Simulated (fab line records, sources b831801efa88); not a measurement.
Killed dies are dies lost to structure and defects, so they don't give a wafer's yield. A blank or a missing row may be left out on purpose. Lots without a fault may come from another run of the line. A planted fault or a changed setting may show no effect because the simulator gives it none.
A struck lot beside a sound one | flow sfq_line | 29 steps out of a route of 325
Sound: wafers L585.1, L585.2, L585.5. Struck: wafers L580.2, L580.4, L580.6. The cause comes at the end.
At each step with rows: each side's tool, then ch and its chambers, then its first start. Under that, the readings that differ: sound wafers | struck wafers | difference of the means | sigmas: that difference in standard deviations of wafers without a fault.
alike: readings whose means differ by less than 2 such deviations, and words and numbers that are the same on both sides. not compared: withheld readings, readings that some wafer has no value for, bounds like >300 that may hide the same value, and numbers for which the record gives no deviation and whose values overlap.
The two part at a step that has a row with sigmas, a row that says differs or no value, or rows on one side only. Numbers that don't overlap but have no deviation are shown without sigmas and don't part them. A reading that every wafer of one side lacks parts them only if that side has two wafers or more.

SFQ_TRILAYER_I7_CMP_CMP_184: polishes SiO2.
  sound on cmp-02 ch 1,2,3, day 76 22:55; struck on cmp-02 ch 1,3, day 74 00:32
  alike: edge_zone_pressure_frac, motor_current_A, slurry_flow_ml_min, time_to_endpoint_s
SFQ_I7_BOW_MEAS_946:
  sound on film_metro-02, day 77 01:25; struck on film_metro-03, day 74 03:03
  alike: I7_BOW
SFQ_TRILAYER_I7_METRO_MEASURE_185:
  sound on film_metro-02, day 77 01:32; struck on film_metro-03, day 74 03:21
  reading     | sound             | struck            | difference | sigmas
  thk_nm (nm) | 197.4 197.5 198.5 | 199.5 200.6 200.0 | +2.2       | +3
then, 6 steps without rows for these wafers: SFQ_TRILAYER_I7_VIA_LITHO_COAT_192 (resist thk 62 nm); SFQ_TRILAYER_I7_VIA_LITHO_COAT_187 (resist thk 650 nm); SFQ_TRILAYER_I7_VIA_LITHO_SOFTBAKE_191; SFQ_TRILAYER_I7_VIA_LITHO_EXPOSE_188 (exposes mask I7, target cd 1000 nm); SFQ_TRILAYER_I7_VIA_LITHO_PEB_190 (peb time 60 s); SFQ_TRILAYER_I7_VIA_LITHO_DEVELOP_189 (time 60 s).
SFQ_I7_OVL_MEAS_947:
  sound on overlay-01, day 77 07:46; struck on overlay-02, day 74 10:08
  alike: I7_OVL
SFQ_TRILAYER_I7_VIA_BARC_OPEN_VIA_ETCH_260: etches BARC in O2, target depth 125 nm, time 41.7 s.
  sound on rie_diel-04 ch 0,2,3, day 77 07:48; struck on rie_diel-04 ch 0,1,2, day 74 10:10
  alike: drypump_motor_current_A, oes_product_au
  not compared: rf_hours_counter_h
SFQ_TRILAYER_I7_VIA_ETCH_VIA_ETCH_190: etches SiO2 in CHF3, stops on Nb, target depth 260 nm.
  sound on rie_diel-04 ch 0,2,3, day 77 07:50; struck on rie_diel-04 ch 0,1,2, day 74 10:13
  alike: drypump_motor_current_A, oes_product_au
SFQ_TRILAYER_I7_VIA_STRIP_STRIP_191: strips in O2.
  sound on rie_metal-02 ch 0,1, day 77 07:57; struck on rie_metal-03 ch 1, day 74 10:19
  no value came back on the struck wafers for chamber_pressure_mTorr (mTorr), drypump_motor_current_A (A), oes_product_au (a.u.); on the sound wafers chamber_pressure_mTorr (mTorr) reads 49.95 50.00 49.96
  reading                                                  | sound | struck            | difference | sigmas
  model.KrF_of_TRILAYER_I7_VIA_LITHO_COAT_187.thk_nm (nm)  | 0 0 0 | 526.2 527.6 526.3 | +526.7     |
  model.BARC_of_TRILAYER_I7_VIA_LITHO_COAT_192.thk_nm (nm) | 0 0 0 | 62.06 62.24 62.15 | +62.15     |
  not compared: rf_hours_counter_h
then, 8 steps without rows for these wafers: SFQ_TRILAYER_I7_VIA_STRIP_SOLV_CLEAN_192 (cleans in NMP, time 600 s); SFQ_TRILAYER_M8_LITHO_LOR_COAT_197; SFQ_TRILAYER_M8_LITHO_LOR_BAKE_198; SFQ_TRILAYER_M8_LITHO_COAT_193 (resist thk 600 nm); SFQ_TRILAYER_M8_LITHO_SOFTBAKE_199; SFQ_TRILAYER_M8_LITHO_EXPOSE_194 (exposes mask M8, target cd 2000 nm); SFQ_TRILAYER_M8_LITHO_PEB_196 (peb time 60 s); SFQ_TRILAYER_M8_LITHO_DEVELOP_195 (img clear 15 s, time 55 s).
SFQ_M8_OVL_MEAS_948:
  sound on overlay-01, day 80 18:06; struck on overlay-02, day 75 09:11
  alike: M8_OVL
then, 3 steps without rows for these wafers: SFQ_TRILAYER_M8_DEP_EVAP_197 (material Ti, target thk 20 nm, time 100 s); SFQ_TRILAYER_M8_DEP_EVAP_198 (material Pt, target thk 50 nm, time 250 s); SFQ_TRILAYER_M8_DEP_EVAP_196 (material Au, target thk 180 nm, time 900 s).
SFQ_M8_RS_MEAS_949: measures by four-point-probe.
  sound on film_metro-04, day 80 18:53; struck on film_metro-01, day 75 09:59
  alike: M8_AU_RS
SFQ_M8_THK_MEAS_950: measures by xrf.
  sound on film_metro-04, day 80 19:00; struck on film_metro-01, day 75 10:06
  alike: M8_AU_THK
then, 1 step without rows for these wafers: SFQ_TRILAYER_M8_LIFTOFF_LIFTOFF_197 (chemistry NMP, time 600 s).
SFQ_M8_BOW_MEAS_951:
  sound on film_metro-03, day 80 19:14; struck on film_metro-03, day 75 10:20
  reading                 | sound               | struck            | difference | sigmas
  model.etest.m8.ohm_sq   | 0.153 0.1528 0.1527 | 1e+06 1e+06 1e+06 | +1e+06     |
  model.etest.i7.link_ohm | 1.049 1.047 1.05    | 1e+06 1e+06 1e+06 | +1e+06     |
  alike: M8_BOW

WHERE THEY PART
First at SFQ_TRILAYER_I7_METRO_MEASURE_185; last, within this record, at SFQ_TRILAYER_I7_VIA_STRIP_STRIP_191. Later steps at which nothing parts them and some readings are alike: SFQ_M8_OVL_MEAS_948, SFQ_M8_RS_MEAS_949, SFQ_M8_THK_MEAS_950, SFQ_M8_BOW_MEAS_951.

WHY: what the simulator had put in
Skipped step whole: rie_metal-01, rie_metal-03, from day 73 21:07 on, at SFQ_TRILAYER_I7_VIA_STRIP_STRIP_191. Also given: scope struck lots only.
